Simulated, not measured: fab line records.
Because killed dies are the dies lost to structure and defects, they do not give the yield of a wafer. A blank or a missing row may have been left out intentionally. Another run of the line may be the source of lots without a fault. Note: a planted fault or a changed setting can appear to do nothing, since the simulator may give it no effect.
Which tool did it? :: flow gf180mcu :: Sampling: 7 lots, 21 wafers, 4 of 602 route steps

## WHAT THE GAUGES SHOWED, per wafer
GF_V1_THK_MEAS_01.
lot: L774
measured: day 19 00:32
on: film_metro-04
V1_CVD_00_THK (nm): 604 598 599

lot: L776
measured: day 19 14:59
on: film_metro-04
V1_CVD_00_THK (nm): 607 605 602

lot: L778
measured: day 20 07:49
on: film_metro-03
V1_CVD_00_THK (nm): 591 602 592

lot: L781
measured: day 21 16:07
on: film_metro-03
V1_CVD_00_THK (nm): 611 608 606

lot: L784
measured: day 22 06:35
on: film_metro-04
V1_CVD_00_THK (nm): 597 604 596

lot: L787
measured: day 23 11:07
on: film_metro-01
V1_CVD_00_THK (nm): 606 604 595

lot: L792
measured: day 24 20:40
on: film_metro-03
V1_CVD_00_THK (nm): 591 601 604

## WHAT TOOL EACH LOT RAN ON (gives the tool, then ch and the chambers of the sampled wafers, and finally the start)
lot: L774
GF_VT_IMPLANT_DEVELOP_17: litho_track-01 ch 0, day 7 14:07
GF_HV_LDD_ETCHBACK_58: rie_diel-02 ch 0,1,3, day 14 03:32
GF_CONTACT_CVD_24: cvd_w-01 ch 0,1, day 17 22:59

lot: L776
GF_VT_IMPLANT_DEVELOP_17: litho_track-01 ch 0, day 7 23:04
GF_HV_LDD_ETCHBACK_58: rie_diel-01 ch 1,2, day 14 15:42
GF_CONTACT_CVD_24: cvd_w-01 ch 0,1, day 18 13:02

lot: L778
GF_VT_IMPLANT_DEVELOP_17: litho_track-02 ch 0, day 8 12:13
GF_HV_LDD_ETCHBACK_58: rie_diel-04 ch 1,2, day 15 07:00
GF_CONTACT_CVD_24: cvd_w-01 ch 0,1, day 19 05:45

lot: L781
GF_VT_IMPLANT_DEVELOP_17: litho_track-03 ch 0, day 9 06:32
GF_HV_LDD_ETCHBACK_58: rie_diel-04 ch 0,2,3, day 16 13:33
GF_CONTACT_CVD_24: cvd_w-01 ch 0,1, day 20 14:14

lot: L784
GF_VT_IMPLANT_DEVELOP_17: litho_track-01 ch 0, day 9 21:03
GF_HV_LDD_ETCHBACK_58: rie_diel-04 ch 0,1,3, day 17 02:39
GF_CONTACT_CVD_24: cvd_w-02 ch 0,1, day 21 05:09

lot: L787
GF_VT_IMPLANT_DEVELOP_17: litho_track-01 ch 0, day 10 17:54
GF_HV_LDD_ETCHBACK_58: rie_diel-04 ch 2,3, day 18 08:47
GF_CONTACT_CVD_24: cvd_w-01 ch 1, day 22 10:53

lot: L792
GF_VT_IMPLANT_DEVELOP_17: litho_track-01 ch 0, day 12 01:47
GF_HV_LDD_ETCHBACK_58: rie_diel-04 ch 1,2, day 19 19:35
GF_CONTACT_CVD_24: cvd_w-02 ch 0,1, day 23 20:53
- GF_VT_IMPLANT_DEVELOP_17: develop time 60 s.
- GF_HV_LDD_ETCHBACK_58: etches Si3N4 in CH3F/O2, stops on SiO2, time 100 s, target depth 90 nm.
- GF_CONTACT_CVD_24: deposits W, target thk 300 nm, time 90.339 s.

## THE ANSWER, worked out from the rows above alone
Rule: the lots themselves supply what counts as usual. The widest of any qualifying gaps counts: lots, ordered by their means at a reading, are off when they make up no more than a third of the lots, leave a main group of 4 or more, and stand apart from it by 3 or more times the standard deviation of that group's means. A main group is skipped when, at the precision printed for the reading in the tables above, its means are all equal. Also off: a lot with no number at a reading for which 4 or more lots have one. Where the step has rows for the other lots, those lots are counted as sound.
Nothing can be told from this: no lot is off at any reading shown.

## WHAT THE SIMULATOR PUT IN
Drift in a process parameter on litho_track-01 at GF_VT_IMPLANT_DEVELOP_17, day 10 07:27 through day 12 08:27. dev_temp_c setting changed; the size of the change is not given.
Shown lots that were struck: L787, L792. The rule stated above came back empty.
